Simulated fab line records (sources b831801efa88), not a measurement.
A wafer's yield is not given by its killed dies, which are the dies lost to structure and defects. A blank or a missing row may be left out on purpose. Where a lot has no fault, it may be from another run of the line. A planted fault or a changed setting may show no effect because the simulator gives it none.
A lot that was struck, set against a sound lot ; flow sky130 ; 16 out of 708 route steps
Sound: the wafers L160.1, L160.5, L160.6. The struck wafers were L155.1, L155.4, L155.6. The cause comes at the end.
Order at every step that has rows: each side's tool, ch and its chambers, its first start. Under that, the readings that differ: sound wafers ; struck wafers ; difference of the means ; sigmas: that difference in standard deviations of wafers without a fault.
alike: words and numbers the same on both sides, and readings whose means are apart by under 2 such deviations; not compared: readings that were withheld, readings missing a value for some wafer, numbers with overlapping values and no deviation given by the record, and bounds like >300 which may hide the same value.
The two part at a step that has a row with sigmas, a row that says differs or no value, or rows on one side only. Non-overlapping numbers with no deviation appear without sigmas and do not part them. A reading missing from all wafers of one side parts the sides only when that side holds two or more wafers.

first, 5 steps without rows for these wafers: SKY_POLY_GATE_COAT_08 (resist thk 450 nm); SKY_POLY_GATE_SOFTBAKE_09 (time 90 s); SKY_POLY_GATE_EXPOSE_10 (exposes mask P1M, target cd 150 nm); SKY_POLY_GATE_PEB_11; SKY_POLY_GATE_DEVELOP_12 (develop time 60 s).
SKY_POLY_GATE_CD_MEAS_13 targets a cd of 150 nm.
  sound: cd_sem-01 at day 23 10:58; struck: cd_sem-02 at day 21 15:11
  alike: cd_nm
SKY_POLY_GATE_OVL_MEAS_14:
  sound: overlay-02 at day 23 11:05; struck: overlay-02 at day 21 15:19
  alike: POLY_GATE_OVL
SKY_POLY_GATE_ETCH_15: etches BARC in N2/H2, stops on SiO2, time 118.5 s, target depth 110 nm.
  sound on rie_diel-04 ch 0,2,3, day 23 11:07; struck on rie_diel-04 ch 1,2, day 21 15:21
  alike: drypump_motor_current_A, oes_product_au, throttle_valve_pct
  not compared: rf_hours_counter_h
SKY_POLY_GATE_ETCH_16: etches Si3N4 in CH3F/O2, stops on poly-Si, time 147.5 s, target depth 75 nm.
  sound on rie_diel-04 ch 0,2,3, day 23 11:12; struck on rie_diel-04 ch 1,2, day 21 15:26
  alike: drypump_motor_current_A, oes_product_au, throttle_valve_pct
  not compared: rf_hours_counter_h
SKY_POLY_GATE_ETCH_17: etches poly-Si in HBr/Cl2, stops on SiO2, target depth 180 nm, time 70.5 s.
  sound on rie_si-02 ch 1,2, day 23 11:18; struck on rie_si-01 ch 0,1,3, day 21 15:32
  alike: drypump_motor_current_A, he_backside_leak_sccm, mfc_cl2_sccm, oes_product_au, throttle_valve_pct
  not compared: rf_hours_counter_h
SKY_POLY_GATE_STRIP_18: strips in O2/N2.
  sound on plasma_asher-03 ch 0,1, day 23 11:21; struck on plasma_asher-01 ch 0,1, day 21 15:35
  alike: drypump_motor_current_A, o2_flow_sccm, oes_product_au, strip_time_to_endpoint_s
  not compared: rf_hours_counter_h
then, 1 step without rows for these wafers: SKY_POLY_GATE_CLEAN_19 (cleans in SC1/SC2, time 150 s).
SKY_POLY_GATE_OXIDATION_20: stabilise 600 s, purge 300 s, target thk 4 nm.
  sound on furnace-01 ch 0, day 23 11:45; struck on furnace-02 ch 0, day 21 16:32
reading;sound;struck;difference;sigmas
spike_tc_bottom_C (C);867.3 868.6 868.0;889.2 888.6 889.0;+21.0;+10
spike_tc_centre_C (C);852.1 850.4 850.3;867.8 866.4 867.6;+16.3;+16
spike_tc_lower_C (C);850.4 848.6 851.4;865.7 866.1 866.0;+15.8;+16
spike_tc_top_C (C);859.3 860.4 860.6;877.7 876.5 876.7;+16.9;+14
spike_tc_upper_C (C);848.8 849.9 851.6;865.2 862.9 863.7;+13.8;+9
tube_center_temp_C (C);849.89 850.04 850.04;866.22 866.19 866.35;+16.26;+99 or more
tube_center_temp_C_max;851.8 851.8 852.1;868.5 869.2 868.5;+16.8;+45
zone_power_lower_pct (%);17.5 17.3 17.7;18.9 19.2 18.7;+1.4;+3
model.SiO2_of_POLY_GATE_OXIDATION_20.thk_nm (nm);4.101 4.025 4.029;4.939 4.968 4.959;+0.904;
SKY_POLY_GATE_THK_MEAS_21:
  sound: film_metro-01 at day 23 13:01; struck: film_metro-02 at day 21 17:47
reading;sound;struck;difference;sigmas
POLY_GATE_OXIDATION_THK (nm);4.16 4.01 4.00;4.96 4.94 4.96;+0.90;+12
SKY_POLY_GATE_CD_MEAS_22:
  sound: cd_sem-01 at day 23 13:04; struck: cd_sem-02 at day 21 17:51
  alike: cd_nm
-- here the record skips 27 days between the struck wafers' starts before and after, leaving off in module POLY_GATE and picking up in module PAD_OPEN (first step shown: number 708 of the route) --
SKY_PAD_OPEN_PROBE_99:
  sound: prober-02 at day 50 08:01; struck: prober-01 at day 49 05:24
reading;sound;struck;difference;sigmas
killed_at_front_end;13 13 14;19 15 32;+9;+2
model.etest.tip_sonos.rs_ohm_sq;2670 2673 2668;2855 2893 2840;+192;
model.etest.tip_p.rs_ohm_sq;6786 6731 6787;6976 6993 6948;+204;
model.etest.tip_n.rs_ohm_sq;440.8 440 440.7;459.8 460 460.4;+19.6;
model.etest.res_pdiff.rs_ohm_sq;197.8 195.1 196.6;198.9 198.9 199;+2.4;
model.etest.res_ndiff.rs_ohm_sq;120.7 120.2 120.4;124 122.1 123.7;+3;
  alike: killed_at_M0_to_M3, killed_at_M4_up, killed_at_contacts, killed_at_other, killed_dies, killed_open, killed_short

WHERE THEY PART
Earliest at SKY_POLY_GATE_OXIDATION_20; latest, in this record, at SKY_PAD_OPEN_PROBE_99.

WHY: the cause the simulator had injected
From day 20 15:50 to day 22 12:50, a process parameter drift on furnace-02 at SKY_POLY_GATE_OXIDATION_20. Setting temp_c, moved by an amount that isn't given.
